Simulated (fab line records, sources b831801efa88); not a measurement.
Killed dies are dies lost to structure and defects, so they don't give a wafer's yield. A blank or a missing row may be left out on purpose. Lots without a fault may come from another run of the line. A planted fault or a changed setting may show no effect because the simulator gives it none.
Chamber matching | flow sky130 | SKY_FIELD_ISO_CMP_27 on cmp-02: 4 sister chambers
The step polishes, stops on Si3N4, t overpolish 16 s, target thk 457.8 nm. 14 wafers are shown with their chamber, then 7 later ones without.

WAFERS WITH THEIR CHAMBER
wafer  | chamber | motor_current_A (A) | time_to_endpoint_s (s) | overpolish_run_s (s)
L696.3 | 1       | 13.3                | 115                    | 16.012
L696.4 | 0       | 13.4                | 120                    | 16.017
L696.5 | 0       | 12.0                | 119                    | 16.008
L701.1 | 3       | 10.8                | 116                    | 16.002
L701.3 | 0       | 12.8                | 120                    | 16.000
L701.6 | 3       | 10.9                | 120                    | 15.991
L702.2 | 0       | 12.7                | 119                    | 15.986
L702.4 | 2       | 12.6                | 115                    | 16.009
L702.6 | 0       | 12.8                | 119                    | 16.010
L703.1 | 0       | 13.0                | 120                    | 16.000
L703.5 | 1       | 13.5                | 114                    | 15.983
L703.6 | 0       | 12.3                | 119                    | 15.997
L705.1 | 2       | 11.5                | 110                    | 15.994
L705.3 | 1       | 12.7                | 117                    | 16.005

SIGNATURES (means of the wafers above)
reading            | chamber 0 | chamber 1 | chamber 2 | chamber 3 | scatter within a chamber
motor_current_A    | 12.714    | 13.167    | 12.050    | 10.850    | 0.47
time_to_endpoint_s | 119.43    | 115.33    | 112.50    | 118.00    | 1.64
overpolish_run_s   | 16.00257  | 16.00000  | 16.00150  | 15.99650  | 0.0111
Rule: a wafer's distance from a chamber is the root of the sum, over the readings, of the square of ((its reading less the chamber's mean) divided by the reading's scatter). The wafer belongs to the nearest chamber; if the next one is less than 2 further off, it can't be placed. The scatter: the root of (the sum of the squares of (reading less its chamber's mean) over the shown wafers, divided by (wafers less chambers)).

WAFERS WITHOUT THEIR CHAMBER
wafer  | motor_current_A (A) | time_to_endpoint_s (s) | overpolish_run_s (s)
L705.6 | 9.9                 | 114                    | 15.986
L707.1 | 13.3                | 114                    | 16.009
L707.4 | 11.6                | 109                    | 16.006
L707.6 | 11.4                | 108                    | 15.989
L716.4 | 11.5                | 110                    | 16.003
L716.5 | 11.1                | 112                    | 16.001
L716.6 | 11.9                | 116                    | 16.012

WHICH CHAMBER EACH WENT THROUGH
wafer  | from the rows above               | in truth
L705.6 | can't be placed: 3 or 2           | 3
L707.1 | can't be placed: 1 or 2           | 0
L707.4 | 2                                 | 2
L707.6 | 2                                 | 2
L716.4 | 2                                 | 2
L716.5 | can't be placed: 2 or 3           | 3
L716.6 | can't be placed: 2 or 0 or 3 or 1 | 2
Placed correctly: 3 of 7. Can't be placed from these rows: 4 (the true chamber is among the candidates in 3). Placed wrongly: 0.
